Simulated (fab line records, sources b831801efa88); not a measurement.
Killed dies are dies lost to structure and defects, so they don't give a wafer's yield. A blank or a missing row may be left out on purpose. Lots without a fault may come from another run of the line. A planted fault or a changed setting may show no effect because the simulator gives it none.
fab line records | flow gf180mcu
record lots=6 wafers=18 last_day=33
route steps=602 shown V1@339
lots that met no fault: from a run of the same line without faults
start_h: hours from the record's first day to the start of the lot's first wafer shown | wait_h: hours since the lot's step before | " the same as in the row above | L1.1+2: a row that stands for several wafers | - no value, or no start given | * or withheld: withheld | < > ~ a bound
route shown NAME@n: a module of which the file shows steps, and the number in the route of the first | usual: mean/standard deviation of fault-free wafers | same: alike in all rows | chamber/n: place in a boat | sites: the reading at each site | _std_site: their standard deviation | _edge_site: outer sites' mean less inner sites' | radius_mm: how far each site lies from the wafer's centre | mask NAME#n: copy n | behind: the tool/chamber that last shaped the wafer | hold: why the lot was held/for how many hours/how that ended | device: the transistor (n, p or np) that didn't switch | end of line: the same wafers' tests at the end of the route | a step without rows: its recipe alone | killed: dies lost to structure and defects at the first sort, not the wafer's yield | map: a wafer's dies, x killed, . not, _ none there
set.NAME: the setting as run; set.NAME@STEP: as run at that earlier step | model.NAME: the simulator's own value behind a step, which no gauge read
lots at some steps of the route; a table a step, a row a wafer
services: from which hour (start_h, from the record's first day; less than 0 if before it) a tool's chamber was out of use, for how many hours, and why
## steps
# step GF_V1_CMP_04
# recipe material=SiO2 down_force_psi=4 platen_rpm=60 pad_velocity_m_s=0.94248
# usual edge_zone_pressure_frac=1.000/0.0051 motor_current_A=12.6/1.2 time_to_endpoint_s=82/7.4
# columns lot.wafer tool chamber start_h wait_h edge_zone_pressure_frac motor_current_A time_to_endpoint_s
L761.1 cmp-02 1 385.62 0.3 0.992 11.4 79
L761.3 " 3 " " 1.009 13.5 81
L761.5 " 1 " " 0.999 10.4 78
L763.3 cmp-01 2 405.85 0.2 1.000 10.8 83
L763.2 " 0 " " 0.999 12.6 66
L763.6 " 1 " " 0.991 11.8 83
L764.1 cmp-02 2 416.35 0.1 1.001 12.7 72
L764.2 " 3 " " 0.998 13.4 80
L764.4 " 1 " " 1.005 11.5 75
L775.2 cmp-01 1 515.24 0.1 1.004 12.3 84
L775.5 " 3 " " 1.007 14.2 102
L775.6 " 0 " " 1.001 13.3 82
L777.2 cmp-02 0 526.14 0.1 1.000 13.7 79
L777.1 " 1 " " 1.009 10.8 78
L777.5 " 3 " " 0.999 13.8 90
L778.3 cmp-02 2 536.51 0.0 0.994 12.2 81
L778.1 " 0 " " 1.003 13.8 87
L778.5 " 3 " " 0.996 13.1 91
# step GF_V1_BOW_MEAS_05
# recipe mode=bow
# usual V1_BOW=82/6.8
# columns lot.wafer tool chamber start_h wait_h V1_BOW[um]
L761.1 film_metro-02 - 385.92 0.2 85
L761.3 " - " " 82
L761.5 " - " " 90
L763.2 film_metro-03 - 406.12 0.1 90
L763.3 " - " " 85
L763.6 " - " " 85
L764.1 film_metro-02 - 416.65 0.2 94
L764.2 " - " " 75
L764.4 " - " " 90
L775.2 film_metro-03 - 515.46 0.2 81
L775.5 " - " " 78
L775.6 " - " " 74
L777.1 film_metro-03 - 526.34 0.1 88
L777.2 " - " " 76
L777.5 " - " " 89
L778.1 film_metro-04 - 536.81 0.1 77
L778.3 " - " " 88
L778.5 " - " " 76
# step GF_V1_DEHYDRATE_06
# recipe temp_c=200 time_s=60
# step GF_V1_HMDS_07
# recipe prime_time_s=60 prime_temp_c=120
# step GF_V1_COAT_08
# recipe resist=BARC temp_c=withheld time_s=withheld spin_rpm=withheld resist_thk_nm=withheld
# step GF_V1_COAT_09
# recipe resist=KrF spin_rpm=withheld resist_thk_nm=1000
# step GF_V1_SOFTBAKE_10
# recipe temp_c=130 time_s=60 resist=KrF
# step GF_V1_EXPOSE_11
# recipe mask_id=Via1 target_cd_nm=260 na=0.68 source_shape=conventional sigma_outer=0.6 dose_mj=38
# step GF_V1_PEB_12
# recipe peb_temp_c=135 peb_time_s=90 resist=KrF
# step GF_V1_DEVELOP_13
# recipe develop_time_s=60 resist=KrF dev_temp_c=21
# step GF_V1_CD_MEAS_14
# recipe target_cd_nm=260
# usual cd_nm=259.9/1.1
# columns lot.wafer tool chamber start_h wait_h cd_nm
L761.1 cd_sem-01 - 409.78 0.1 259.0
L761.3 " - " " 259.3
L761.5 " - " " 258.0
L763.2 cd_sem-02 - 430.65 0.1 259.0
L763.3 " - " " 258.9
L763.6 " - " " 259.7
L764.1 cd_sem-02 - 441.53 0.1 258.5
L764.2 " - " " 259.3
L764.4 " - " " 259.8
L775.2 cd_sem-02 - 538.15 0.1 259.9
L775.5 " - " " 258.7
L775.6 " - " " 259.7
L777.1 cd_sem-01 - 548.87 0.1 262.0
L777.2 " - " " 261.1
L777.5 " - " " 261.6
L778.1 cd_sem-01 - 558.78 0.1 260.7
L778.3 " - " " 260.8
L778.5 " - " " 259.7
# step GF_V1_OVL_MEAS_15
# usual V1_OVL=0/6.3
# columns lot.wafer tool chamber start_h wait_h V1_OVL[nm]
L761.1 overlay-02 - 409.90 0.1 15
L761.3 " - " " 11
L761.5 " - " " 6
L763.2 overlay-01 - 430.76 0.1 -5
L763.3 " - " " 2
L763.6 " - " " -6
L764.1 overlay-01 - 441.65 0.1 1
L764.2 " - " " 5
L764.4 " - " " 0
L775.2 overlay-01 - 538.26 0.1 -5
L775.5 " - " " -7
L775.6 " - " " -7
L777.1 overlay-01 - 548.99 0.1 0
L777.2 " - " " -3
L777.5 " - " " -3
L778.1 overlay-02 - 558.90 0.1 -5
L778.3 " - " " -7
L778.5 " - " " 2
# step GF_V1_ETCH_16
# recipe chemistry=N2/H2 target_depth_a=withheld overetch_a=withheld time_s=withheld target=BARC ion_energy_ev=200 source_w=500 bias_w=100 pressure_mtorr=30 n2_flow_sccm=100 h2_flow_sccm=200
# usual bias_w=100.0/0.31 chamber_pressure_mTorr=30.001/0.028 drypump_motor_current_A=5.6/0.37 oes_product_au=0.855/0.0046 throttle_valve_pct=13.224/0.0083
# columns lot.wafer tool chamber start_h wait_h bias_w chamber_pressure_mTorr drypump_motor_current_A oes_product_au throttle_valve_pct
L761.1 rie_diel-03 0 409.94 0.0 99.7 29.965 5.4 0.851 13.234
L761.3 " 2 " " 100.2 29.978 6.1 0.857 13.218
L761.5 " 0 " " 99.8 29.995 5.5 0.857 13.229
L763.2 rie_diel-01 2 430.79 0.0 - - - - -
L763.3 " 1 " " - - - - -
L763.6 " 1 " " - - - - -
L764.1 rie_diel-01 0 441.69 0.0 - - - - -
L764.2 " 2 " " - - - - -
L764.4 " 1 " " - - - - -
L775.2 rie_diel-01 2 538.29 0.0 99.9 29.970 5.1 0.854 13.216
L775.5 " 3 " " 100.2 29.981 6.1 0.855 13.225
L775.6 " 2 " " 100.4 30.042 5.1 0.858 13.230
L777.1 rie_diel-02 3 549.02 0.0 99.3 29.999 5.9 0.854 13.221
L777.2 " 2 " " 100.0 29.980 4.9 0.858 13.240
L777.5 " 0 " " 100.6 29.994 5.9 0.861 13.211
L778.1 rie_diel-03 0 558.94 0.0 99.8 29.968 5.5 0.852 13.223
L778.3 " 1 " " 99.9 29.992 5.7 0.848 13.204
L778.5 " 2 " " 100.1 29.974 6.1 0.851 13.226
# step GF_V1_ETCH_17
# recipe chemistry=C4F8/O2/Ar mask_material=KrF target=SiO2 stop_on=TiN source_w=1500 bias_w=1200 pressure_mtorr=40 c4f8_flow_sccm=withheld O2_flow_sccm=6 Ar_flow_sccm=300 time_s=withheld target_depth_a=6300
# usual bias_w=1200/3.2 chamber_pressure_mTorr=40.00/0.034 oes_product_au=0.856/0.0043
# columns lot.wafer tool chamber start_h wait_h bias_w chamber_pressure_mTorr oes_product_au
L761.1 rie_diel-03 0 - - 1198 39.94 0.860
L761.3 " 2 " " 1197 40.02 0.858
L761.5 " 0 " " 1200 39.98 0.856
L763.2 rie_diel-01 2 - - 1199 40.01 0.378
L763.3 " 1 " " 1202 39.93 0.371
L763.6 " 1 " " 1198 40.00 0.379
L764.1 rie_diel-01 0 - - 1200 40.05 0.375
L764.2 " 2 " " 1202 40.01 0.372
L764.4 " 1 " " 1204 39.96 0.366
L775.2 rie_diel-01 2 - - 1202 39.93 0.846
L775.5 " 3 " " 1199 40.01 0.851
L775.6 " 2 " " 1200 40.02 0.851
L777.1 rie_diel-02 3 - - 1199 40.01 0.863
L777.2 " 2 " " 1200 39.99 0.854
L777.5 " 0 " " 1202 40.04 0.860
L778.1 rie_diel-03 0 - - 1196 40.04 0.855
L778.3 " 1 " " 1198 40.04 0.850
L778.5 " 2 " " 1201 39.96 0.859
# step GF_V1_STRIP_18
# recipe chemistry=O2/N2 power_w=1400 pressure_mtorr=1500 platen_temp_c=250 o2_flow_sccm=3000 n2_flow_sccm=300 overash_fraction=0.5
# usual drypump_motor_current_A=5.5/0.33 heater_power_w=330/25 oes_product_au=0.594/0.0053
# columns lot.wafer tool chamber start_h wait_h drypump_motor_current_A heater_power_w oes_product_au rf_hours_counter_h
L761.1 plasma_asher-04 0 410.07 - 5.4 349 0.588 81
L761.3 " 0 " " 5.3 349 0.595 -
L761.5 " 0 " " 5.4 349 0.585 -
L763.2 plasma_asher-02 0 430.92 - 5.2 327 0.621 61
L763.3 " 0 " " 5.3 336 0.605 -
L763.6 " 0 " " 5.2 334 0.603 -
L764.1 plasma_asher-01 1 441.82 - 6.0 345 0.616 33
L764.2 " 0 " " 5.8 308 0.621 33
L764.4 " 0 " " 5.8 312 0.603 -
L775.2 plasma_asher-01 0 538.42 - 5.8 306 0.604 43
L775.5 " 0 " " 5.8 300 0.596 -
L775.6 " 1 " " 6.1 352 0.595 -
L777.1 plasma_asher-01 0 549.15 - 5.8 303 0.594 44
L777.2 " 1 " " 6.0 359 0.595 44
L777.5 " 0 " " 5.8 302 0.594 -
L778.1 plasma_asher-04 1 559.07 - 5.4 381 0.592 14
L778.3 " 0 " " 5.3 316 0.596 -
L778.5 " 0 " " 5.3 328 0.594 -
# step GF_V1_STRIP_19
# recipe chemistry=post_etch_residue_remover time_s=1200 temp_c=72.5
## services
# columns tool chamber start_h hours kind
cmp-01 - 383.43 4.6 repair
rie_diel-02 - 384.19 0.4 repair
cmp-01 - 386.30 0.9 repair
rie_diel-02 1 387.66 6.8 repair
cmp-01 - 389.38 14.9 pm
cmp-02 - 404.00 4.0 pm
plasma_asher-04 - 421.25 9.0 pm
rie_diel-02 1 430.76 1.4 repair
plasma_asher-01 - 435.01 2.7 repair
cmp-02 - 450.38 2.1 repair
rie_diel-01 3 452.78 9.0 repair
rie_diel-01 - 453.34 0.2 repair
rie_diel-02 0 453.65 10.7 repair
plasma_asher-01 - 465.64 2.0 repair
rie_diel-01 2 475.61 5.9 repair
rie_diel-03 3 494.13 1.9 repair
rie_diel-03 2 497.91 3.3 repair
rie_diel-02 3 498.35 2.9 repair
rie_diel-01 1 514.69 2.6 repair
rie_diel-01 0 521.58 5.0 repair
rie_diel-03 - 531.34 1.8 repair
cmp-02 - 547.63 4.4 pm
rie_diel-02 2 551.62 1.5 repair
cmp-02 - 552.87 0.3 repair
## key
first_sign step=GF_V1_ETCH_16 reading=tool_record direction=missing
effect step=GF_V1_ETCH_17 reading=oes_product_au direction=down sigmas=99+ usual=0.856 struck=0.373
effect step=GF_V1_STRIP_18 reading=oes_product_au direction=up sigmas=3.4 usual=0.594 struck=0.612
met_at GF_V1_ETCH_16
struck_wafers L763.2,L763.3,L763.6,L764.1,L764.2,L764.4
later_rows_left_out L763.2,L763.3,L763.6,L764.1,L764.2,L764.4
sort_left_out L763.2,L763.3,L763.6,L764.1,L764.2,L764.4
fault kind=skipped_step_whole tool=rie_diel-01 chamber=- onset_h=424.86 steps=GF_V1_ETCH_16 scope=struck_lots_only
# sort_left_out: the simulated sort isn't trusted on such a fault, so these wafers' sort isn't shown, and their yield isn't known
# later_rows_left_out: the simulator's readings of these wafers behind a module that went badly wrong aren't trusted and aren't shown, but for the sort
